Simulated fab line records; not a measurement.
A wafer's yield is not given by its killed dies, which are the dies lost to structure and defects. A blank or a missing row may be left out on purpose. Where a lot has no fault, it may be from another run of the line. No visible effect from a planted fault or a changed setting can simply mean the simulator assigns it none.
Which tool is to blame? || flow sky130 || Sampling: 13 lots, 39 wafers, 6 of 708 route steps

## WHAT THE GAUGES READ, wafer by wafer
SKY_VT_ADJUST_PCH_OVL_MEAS_07. Usual: VT_ADJUST_PCH_OVL gives -0.2 nm (standard deviation 1.4).
{"lot": "L806", "measured": "day 10 11:50", "on": "overlay-02", "VT_ADJUST_PCH_OVL (nm)": "0.9 2.9 1.7", "flag": ""}
{"lot": "L807", "measured": "day 10 22:15", "on": "overlay-02", "VT_ADJUST_PCH_OVL (nm)": "0.8 -0.1 1.0", "flag": ""}
{"lot": "L809", "measured": "day 11 08:13", "on": "overlay-01", "VT_ADJUST_PCH_OVL (nm)": "-3.4 0.4 0.0", "flag": ""}
{"lot": "L812", "measured": "day 13 04:01", "on": "overlay-01", "VT_ADJUST_PCH_OVL (nm)": "-0.3 -2.6 -1.2", "flag": ""}
{"lot": "L811", "measured": "day 13 04:07", "on": "overlay-02", "VT_ADJUST_PCH_OVL (nm)": "-0.5 -1.0 -0.4", "flag": ""}
{"lot": "L819", "measured": "day 15 07:43", "on": "overlay-01", "VT_ADJUST_PCH_OVL (nm)": "-1.1 1.0 -1.5", "flag": ""}
{"lot": "L820", "measured": "day 15 23:26", "on": "overlay-01", "VT_ADJUST_PCH_OVL (nm)": "-1.8 -1.0 -0.6", "flag": ""}
{"lot": "L823", "measured": "day 16 14:52", "on": "overlay-01", "VT_ADJUST_PCH_OVL (nm)": "-1.6 -2.1 -1.3", "flag": ""}
{"lot": "L822", "measured": "day 16 16:07", "on": "overlay-01", "VT_ADJUST_PCH_OVL (nm)": "0.0 0.7 -0.8", "flag": ""}
{"lot": "L825", "measured": "day 17 14:28", "on": "overlay-02", "VT_ADJUST_PCH_OVL (nm)": "-0.3 0.9 -0.4", "flag": ""}
{"lot": "L826", "measured": "day 17 18:43", "on": "overlay-01", "VT_ADJUST_PCH_OVL (nm)": "-1.0 1.6 0.6", "flag": ""}
{"lot": "L827", "measured": "day 17 23:34", "on": "overlay-01", "VT_ADJUST_PCH_OVL (nm)": "-1.8 -1.3 -2.6", "flag": ""}
{"lot": "L828", "measured": "day 17 23:55", "on": "overlay-02", "VT_ADJUST_PCH_OVL (nm)": "-0.5 1.1 0.0", "flag": ""}

SKY_POLY_GATE_THK_MEAS_04. Usual: POLY_GATE_CVD_03_THK gives 75.3 nm (standard deviation 0.68).
{"lot": "L806", "measured": "day 15 10:04", "on": "film-metro-02", "POLY_GATE_CVD_03_THK (nm)": "74.5 74.4 74.4", "flag": ""}
{"lot": "L807", "measured": "day 15 18:02", "on": "film-metro-04", "POLY_GATE_CVD_03_THK (nm)": "75.2 75.5 74.7", "flag": ""}
{"lot": "L809", "measured": "day 16 05:23", "on": "film-metro-02", "POLY_GATE_CVD_03_THK (nm)": "75.4 75.3 75.7", "flag": ""}
{"lot": "L812", "measured": "day 18 07:34", "on": "film-metro-04", "POLY_GATE_CVD_03_THK (nm)": "75.3 75.2 76.2", "flag": ""}
{"lot": "L811", "measured": "day 18 08:56", "on": "film-metro-02", "POLY_GATE_CVD_03_THK (nm)": "76.0 75.4 76.2", "flag": ""}
{"lot": "L819", "measured": "day 20 22:25", "on": "film-metro-04", "POLY_GATE_CVD_03_THK (nm)": "75.1 74.1 74.3", "flag": ""}
{"lot": "L820", "measured": "day 21 19:02", "on": "film-metro-03", "POLY_GATE_CVD_03_THK (nm)": "74.4 74.3 74.5", "flag": ""}
{"lot": "L823", "measured": "day 22 07:47", "on": "film-metro-04", "POLY_GATE_CVD_03_THK (nm)": "75.9 75.7 75.1", "flag": ""}
{"lot": "L822", "measured": "day 22 07:48", "on": "film-metro-03", "POLY_GATE_CVD_03_THK (nm)": "77.1 76.3 76.4", "flag": ""}
{"lot": "L825", "measured": "day 23 10:47", "on": "film-metro-03", "POLY_GATE_CVD_03_THK (nm)": "75.6 76.2 76.0", "flag": ""}
{"lot": "L826", "measured": "day 23 14:25", "on": "film-metro-04", "POLY_GATE_CVD_03_THK (nm)": "75.2 75.5 75.3", "flag": ""}
{"lot": "L827", "measured": "day 23 14:23", "on": "film-metro-02", "POLY_GATE_CVD_03_THK (nm)": "74.2 74.7 74.5", "flag": ""}
{"lot": "L828", "measured": "day 24 00:40", "on": "film-metro-03", "POLY_GATE_CVD_03_THK (nm)": "74.8 74.6 74.6", "flag": ""}

SKY_LDD_P_CD_MEAS_07 targets a cd of 380 nm. Usual: 380.5 nm for cd-nm, sd 2.2.
{"lot": "L806", "measured": "day 19 04:30", "on": "cd-sem-02", "cd-nm (nm)": "380.1 378.9 379.4", "flag": ""}
{"lot": "L807", "measured": "day 19 14:16", "on": "cd-sem-01", "cd-nm (nm)": "384.8 383.2 381.4", "flag": ""}
{"lot": "L809", "measured": "day 20 00:09", "on": "cd-sem-02", "cd-nm (nm)": "377.5 380.0 382.4", "flag": ""}
{"lot": "L812", "measured": "day 22 06:16", "on": "cd-sem-01", "cd-nm (nm)": "- - -", "flag": "OFF"}
{"lot": "L811", "measured": "day 22 06:34", "on": "cd-sem-01", "cd-nm (nm)": "381.7 381.1 384.6", "flag": ""}
{"lot": "L819", "measured": "day 24 19:25", "on": "cd-sem-02", "cd-nm (nm)": "377.4 377.3 379.8", "flag": ""}
{"lot": "L820", "measured": "day 25 18:12", "on": "cd-sem-02", "cd-nm (nm)": "379.3 377.3 376.3", "flag": ""}
{"lot": "L823", "measured": "day 26 05:29", "on": "cd-sem-02", "cd-nm (nm)": "378.1 381.3 380.1", "flag": ""}
{"lot": "L822", "measured": "day 26 06:42", "on": "cd-sem-01", "cd-nm (nm)": "380.9 380.0 380.5", "flag": ""}
{"lot": "L825", "measured": "day 27 05:57", "on": "cd-sem-02", "cd-nm (nm)": "379.8 382.5 378.0", "flag": ""}
{"lot": "L826", "measured": "day 27 09:51", "on": "cd-sem-01", "cd-nm (nm)": "377.4 377.2 376.5", "flag": ""}
{"lot": "L827", "measured": "day 27 12:01", "on": "cd-sem-02", "cd-nm (nm)": "379.6 379.3 381.4", "flag": ""}
{"lot": "L828", "measured": "day 27 22:07", "on": "cd-sem-01", "cd-nm (nm)": "381.4 379.2 382.6", "flag": ""}

SKY_LDD_P_TW_MEAS_11. Usual: LDD_P_TW gives 638 (standard deviation 3.5).
{"lot": "L806", "measured": "day 19 04:53", "on": "film-metro-01", "LDD_P_TW": "637 634 638", "flag": ""}
{"lot": "L807", "measured": "day 19 14:41", "on": "film-metro-03", "LDD_P_TW": "640 643 641", "flag": ""}
{"lot": "L809", "measured": "day 20 00:33", "on": "film-metro-02", "LDD_P_TW": "637 637 638", "flag": ""}
{"lot": "L812", "measured": "day 22 06:41", "on": "film-metro-03", "LDD_P_TW": "30 30 30", "flag": "OFF"}
{"lot": "L811", "measured": "day 22 06:59", "on": "film-metro-01", "LDD_P_TW": "642 637 638", "flag": ""}
{"lot": "L819", "measured": "day 24 19:50", "on": "film-metro-02", "LDD_P_TW": "643 637 637", "flag": ""}
{"lot": "L820", "measured": "day 25 18:36", "on": "film-metro-03", "LDD_P_TW": "633 628 630", "flag": ""}
{"lot": "L823", "measured": "day 26 05:52", "on": "film-metro-03", "LDD_P_TW": "633 637 637", "flag": ""}
{"lot": "L822", "measured": "day 26 07:06", "on": "film-metro-03", "LDD_P_TW": "641 636 636", "flag": ""}
{"lot": "L825", "measured": "day 27 06:21", "on": "film-metro-01", "LDD_P_TW": "636 636 637", "flag": ""}
{"lot": "L826", "measured": "day 27 10:14", "on": "film-metro-03", "LDD_P_TW": "635 632 633", "flag": ""}
{"lot": "L827", "measured": "day 27 12:25", "on": "film-metro-01", "LDD_P_TW": "637 636 638", "flag": ""}
{"lot": "L828", "measured": "day 27 22:31", "on": "film-metro-02", "LDD_P_TW": "641 637 636", "flag": ""}

SKY_LDD_HVN_TW_MEAS_10. Usual: LDD_HVN_TW gives 1434 (standard deviation 7.7).
{"lot": "L806", "measured": "day 20 11:15", "on": "film-metro-02", "LDD_HVN_TW": "1443 1448 1448", "flag": ""}
{"lot": "L807", "measured": "day 20 20:41", "on": "film-metro-04", "LDD_HVN_TW": "1437 1440 1435", "flag": ""}
{"lot": "L809", "measured": "day 21 06:16", "on": "film-metro-03", "LDD_HVN_TW": "1433 1435 1435", "flag": ""}
{"lot": "L812", "measured": "day 23 13:14", "on": "film-metro-02", "LDD_HVN_TW": "1472 1470 1468", "flag": "OFF"}
{"lot": "L811", "measured": "day 23 13:46", "on": "film-metro-03", "LDD_HVN_TW": "1434 1434 1440", "flag": ""}
{"lot": "L819", "measured": "day 26 00:07", "on": "film-metro-03", "LDD_HVN_TW": "1430 1422 1430", "flag": ""}
{"lot": "L820", "measured": "day 27 00:34", "on": "film-metro-03", "LDD_HVN_TW": "1426 1427 1427", "flag": ""}
{"lot": "L823", "measured": "day 27 11:11", "on": "film-metro-03", "LDD_HVN_TW": "1424 1426 1434", "flag": ""}
{"lot": "L822", "measured": "day 27 13:13", "on": "film-metro-04", "LDD_HVN_TW": "1443 1436 1435", "flag": ""}
{"lot": "L825", "measured": "day 28 11:20", "on": "film-metro-03", "LDD_HVN_TW": "1425 1423 1417", "flag": ""}
{"lot": "L826", "measured": "day 28 15:20", "on": "film-metro-02", "LDD_HVN_TW": "1426 1432 1436", "flag": ""}
{"lot": "L827", "measured": "day 28 16:50", "on": "film-metro-04", "LDD_HVN_TW": "1441 1437 1436", "flag": ""}
{"lot": "L828", "measured": "day 29 02:34", "on": "film-metro-04", "LDD_HVN_TW": "1442 1438 1432", "flag": ""}

## EACH LOT AND THE TOOL THAT RAN IT (in order: tool; ch and the chambers of the sampled wafers; start)
{"lot": "L806", "SKY_LDD_P_EXPOSE_04": "iline-stepper-01 ch 0, day 18 13:01"}
{"lot": "L807", "SKY_LDD_P_EXPOSE_04": "iline-stepper-02 ch 0, day 18 23:03"}
{"lot": "L809", "SKY_LDD_P_EXPOSE_04": "iline-stepper-01 ch 0, day 19 09:54"}
{"lot": "L812", "SKY_LDD_P_EXPOSE_04": "iline-stepper-01 ch 0, day 21 15:41"}
{"lot": "L811", "SKY_LDD_P_EXPOSE_04": "iline-stepper-01 ch 0, day 21 15:48"}
{"lot": "L819", "SKY_LDD_P_EXPOSE_04": "iline-stepper-01 ch 0, day 24 03:28"}
{"lot": "L820", "SKY_LDD_P_EXPOSE_04": "iline-stepper-01 ch 0, day 25 03:14"}
{"lot": "L823", "SKY_LDD_P_EXPOSE_04": "iline-stepper-02 ch 0, day 25 14:59"}
{"lot": "L822", "SKY_LDD_P_EXPOSE_04": "iline-stepper-01 ch 0, day 25 16:17"}
{"lot": "L825", "SKY_LDD_P_EXPOSE_04": "iline-stepper-01 ch 0, day 26 15:08"}
{"lot": "L826", "SKY_LDD_P_EXPOSE_04": "iline-stepper-02 ch 0, day 26 20:04"}
{"lot": "L827", "SKY_LDD_P_EXPOSE_04": "iline-stepper-02 ch 0, day 26 21:24"}
{"lot": "L828", "SKY_LDD_P_EXPOSE_04": "iline-stepper-01 ch 0, day 27 08:16"}
- SKY_LDD_P_EXPOSE_04: exposes mask PSDM, target cd 380 nm.

## AS READ BY THE TOOLS THEMSELVES (means over the sampled wafers that have a number; for cases with no such wafer, the mark the record gives instead)
SKY_LDD_P_EXPOSE_04. Usual: stage-vel-mm-s 500.01 mm/s, standard deviation 0.25.
{"lot": "L806", "tool": "iline-stepper-01", "stage-vel-mm-s (mm/s)": 500.04, "flag": ""}
{"lot": "L807", "tool": "iline-stepper-02", "stage-vel-mm-s (mm/s)": 500.10, "flag": ""}
{"lot": "L809", "tool": "iline-stepper-01", "stage-vel-mm-s (mm/s)": 500.06, "flag": ""}
{"lot": "L812", "tool": "iline-stepper-01", "stage-vel-mm-s (mm/s)": 499.89, "flag": ""}
{"lot": "L811", "tool": "iline-stepper-01", "stage-vel-mm-s (mm/s)": 499.68, "flag": ""}
{"lot": "L819", "tool": "iline-stepper-01", "stage-vel-mm-s (mm/s)": 500.26, "flag": ""}
{"lot": "L820", "tool": "iline-stepper-01", "stage-vel-mm-s (mm/s)": 500.10, "flag": ""}
{"lot": "L823", "tool": "iline-stepper-02", "stage-vel-mm-s (mm/s)": 499.85, "flag": ""}
{"lot": "L822", "tool": "iline-stepper-01", "stage-vel-mm-s (mm/s)": 500.13, "flag": ""}
{"lot": "L825", "tool": "iline-stepper-01", "stage-vel-mm-s (mm/s)": 500.24, "flag": ""}
{"lot": "L826", "tool": "iline-stepper-02", "stage-vel-mm-s (mm/s)": 500.02, "flag": ""}
{"lot": "L827", "tool": "iline-stepper-02", "stage-vel-mm-s (mm/s)": 499.93, "flag": ""}
{"lot": "L828", "tool": "iline-stepper-01", "stage-vel-mm-s (mm/s)": 499.94, "flag": ""}

## THE ANSWER, worked out from the rows above alone
Rule: a lot is off if the mean of its wafers that have a number lies more than 3 standard deviations from the usual mean. A lot without any number at a reading at which 4 lots or more have one is off too. Where the step has rows for the other lots, those lots are counted as sound. The gauges are gone through in route order, then the tools' own readings, and for those a lot's mean is taken as printed above. At the first step where some lot is off, the reading lying furthest off is the one used; lots without a number count as furthest.
Off: L812, at SKY_LDD_P_CD_MEAS_07 (cd-nm). Without a number there: L812.
If a tool, at a process step before that reading, ran all the lots that are off and no sound lot after the first of them, it fits. Not tried: the gauges at SKY_LDD_P_CD_MEAS_07; whatever is off there is also off at SKY_LDD_P_TW_MEAS_11, on other tools, and gauge error can't account for it. Not one of the candidates tried fits.

## WHAT WAS PUT IN BY THE SIMULATOR
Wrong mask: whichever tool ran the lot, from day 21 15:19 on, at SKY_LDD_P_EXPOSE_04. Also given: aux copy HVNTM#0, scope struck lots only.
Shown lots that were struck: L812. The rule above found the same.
